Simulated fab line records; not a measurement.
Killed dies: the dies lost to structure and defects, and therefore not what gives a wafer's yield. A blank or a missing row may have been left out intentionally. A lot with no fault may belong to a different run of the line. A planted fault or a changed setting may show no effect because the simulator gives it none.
Which tool is to blame? :: flow gf180mcu :: Sampling: 8 lots, 24 wafers, 5 of 602 route steps

## WHAT THE GAUGES SHOWED, per wafer
GF_STI_THK_MEAS_22.
lot: L304
measured: day 2 03:19
on: film_metro-02
STI_OXIDATION_01_THK (nm): 14.9 15.0 14.9

lot: L305
measured: day 2 09:50
on: film_metro-02
STI_OXIDATION_01_THK (nm): 15.4 15.6 15.6

lot: L306
measured: day 2 14:43
on: film_metro-02
STI_OXIDATION_01_THK (nm): 15.1 14.8 15.1

lot: L307
measured: day 2 18:22
on: film_metro-04
STI_OXIDATION_01_THK (nm): 14.6 14.6 14.7

lot: L308
measured: day 3 00:19
on: film_metro-04
STI_OXIDATION_01_THK (nm): 15.9 15.6 15.8

lot: L309
measured: day 3 04:28
on: film_metro-04
STI_OXIDATION_01_THK (nm): 15.3 15.6 15.6

lot: L314
measured: day 4 08:02
on: film_metro-04
STI_OXIDATION_01_THK (nm): 15.3 15.3 15.0

lot: L315
measured: day 4 12:34
on: film_metro-03
STI_OXIDATION_01_THK (nm): 15.7 15.3 15.4

GF_DNWELL_TW_MEAS_09.
lot: L304
measured: day 2 18:09
on: film_metro-03
DNWELL_TW: 1342 1344 1335

lot: L305
measured: day 3 00:43
on: film_metro-03
DNWELL_TW: 1352 1357 1355

lot: L306
measured: day 3 06:07
on: film_metro-03
DNWELL_TW: 1360 1358 1353

lot: L307
measured: day 3 10:30
on: film_metro-02
DNWELL_TW: 1340 1349 1342

lot: L308
measured: day 3 16:01
on: film_metro-02
DNWELL_TW: 1344 1339 1334

lot: L309
measured: day 3 19:45
on: film_metro-02
DNWELL_TW: 1341 1344 1345

lot: L314
measured: day 4 23:49
on: film_metro-03
DNWELL_TW: 1352 1342 1347

lot: L315
measured: day 5 04:00
on: film_metro-01
DNWELL_TW: 1349 1337 1344

GF_LVPWELL_OVL_MEAS_07.
lot: L304
measured: day 3 19:51
on: overlay-02
LVPWELL_OVL (nm): -0.1 0.9 0.1

lot: L305
measured: day 4 03:19
on: overlay-02
LVPWELL_OVL (nm): -0.2 -1.4 -1.5

lot: L306
measured: day 4 07:43
on: overlay-01
LVPWELL_OVL (nm): -2.7 -2.3 -1.9

lot: L307
measured: day 4 12:18
on: overlay-01
LVPWELL_OVL (nm): -0.7 0.3 1.7

lot: L308
measured: day 4 19:21
on: overlay-01
LVPWELL_OVL (nm): -2.5 -2.8 -1.7

lot: L309
measured: day 4 22:18
on: overlay-02
LVPWELL_OVL (nm): -0.9 -0.1 -0.8

lot: L314
measured: day 6 05:40
on: overlay-01
LVPWELL_OVL (nm): -0.5 0.8 0.2

lot: L315
measured: day 6 09:12
on: overlay-01
LVPWELL_OVL (nm): -0.5 -0.2 -0.1

GF_HV_LDD_TW_MEAS_50.
lot: L304
measured: day 12 11:33
on: film_metro-02
HV_LDD_4_TW: 565 566 569

lot: L305
measured: day 12 18:04
on: film_metro-01
HV_LDD_4_TW: 565 559 560

lot: L306
measured: day 13 01:55
on: film_metro-01
HV_LDD_4_TW: 564 566 567

lot: L307
measured: day 13 08:12
on: film_metro-02
HV_LDD_4_TW: 569 569 569

lot: L308
measured: day 13 19:55
on: film_metro-01
HV_LDD_4_TW: 564 564 564

lot: L309
measured: day 14 04:54
on: film_metro-02
HV_LDD_4_TW: 567 567 568

lot: L314
measured: day 16 00:25
on: film_metro-02
HV_LDD_4_TW: 898 899 901

lot: L315
measured: day 16 02:21
on: film_metro-04
HV_LDD_4_TW: 899 899 905

## EACH LOT AND THE TOOL THAT RAN IT (in order: tool; ch and the chambers of the sampled wafers; start)
lot: L304
GF_HV_LDD_IMPLANT_48: implanter-04 ch 0, day 12 11:18

lot: L305
GF_HV_LDD_IMPLANT_48: implanter-03 ch 0, day 12 17:50

lot: L306
GF_HV_LDD_IMPLANT_48: implanter-01 ch 0, day 13 01:42

lot: L307
GF_HV_LDD_IMPLANT_48: implanter-01 ch 0, day 13 07:57

lot: L308
GF_HV_LDD_IMPLANT_48: implanter-01 ch 0, day 13 19:40

lot: L309
GF_HV_LDD_IMPLANT_48: implanter-01 ch 0, day 14 04:39

lot: L314
GF_HV_LDD_IMPLANT_48: implanter-04 ch 0, day 16 00:12

lot: L315
GF_HV_LDD_IMPLANT_48: implanter-03 ch 0, day 16 02:06
- GF_HV_LDD_IMPLANT_48

## AS READ BY THE TOOLS THEMSELVES (means over the sampled wafers that have a number; for cases with no such wafer, the mark the record gives instead)
GF_HV_LDD_IMPLANT_48.
lot: L304
tool: implanter-04
beam_energy_keV: 24.997
dose_ions_cm2: 2.9989e+13

lot: L305
tool: implanter-03
beam_energy_keV: 25.007
dose_ions_cm2: 2.9986e+13

lot: L306
tool: implanter-01
beam_energy_keV: 25.006
dose_ions_cm2: 3.0026e+13

lot: L307
tool: implanter-01
beam_energy_keV: 25.010
dose_ions_cm2: 3.0007e+13

lot: L308
tool: implanter-01
beam_energy_keV: 25.006
dose_ions_cm2: 3.0011e+13

lot: L309
tool: implanter-01
beam_energy_keV: 25.014
dose_ions_cm2: 3.0026e+13

lot: L314
tool: implanter-04
beam_energy_keV: 25.003
dose_ions_cm2: 3.0025e+13

lot: L315
tool: implanter-03
beam_energy_keV: 25.008
dose_ions_cm2: 3.0002e+13

## THE ANSWER, worked out from the rows above alone
Rule: what is usual is taken from the lots themselves. Put in order of their means at a reading, lots are off if they are a third of the lots or fewer, leave a main group of 4 or more, and stand apart from it by a gap of 3 or more times the standard deviation of the main group's means; of several such gaps the widest counts. A main group is skipped when, at the precision printed for the reading in the tables above, its means are all equal. Also off: a lot with no number at a reading for which 4 or more lots have one. Any other lot the step has rows for is counted as sound. The gauges are gone through in route order, then the tools' own readings, and for those a lot's mean is taken as printed above. At the first step where some lot is off, the reading lying furthest off is the one used; lots without a number count as furthest.
Off: L314, L315, at GF_HV_LDD_TW_MEAS_50 (HV_LDD_4_TW). For the main group the mean is 566 and the standard deviation 2.5.
If a tool, at a process step before that reading, ran all the lots that are off and no sound lot after the first of them, it fits. The gauges at GF_HV_LDD_TW_MEAS_50 are tried like those tools. Of those tried, none fits.

## WHAT THE SIMULATOR HAD INSERTED
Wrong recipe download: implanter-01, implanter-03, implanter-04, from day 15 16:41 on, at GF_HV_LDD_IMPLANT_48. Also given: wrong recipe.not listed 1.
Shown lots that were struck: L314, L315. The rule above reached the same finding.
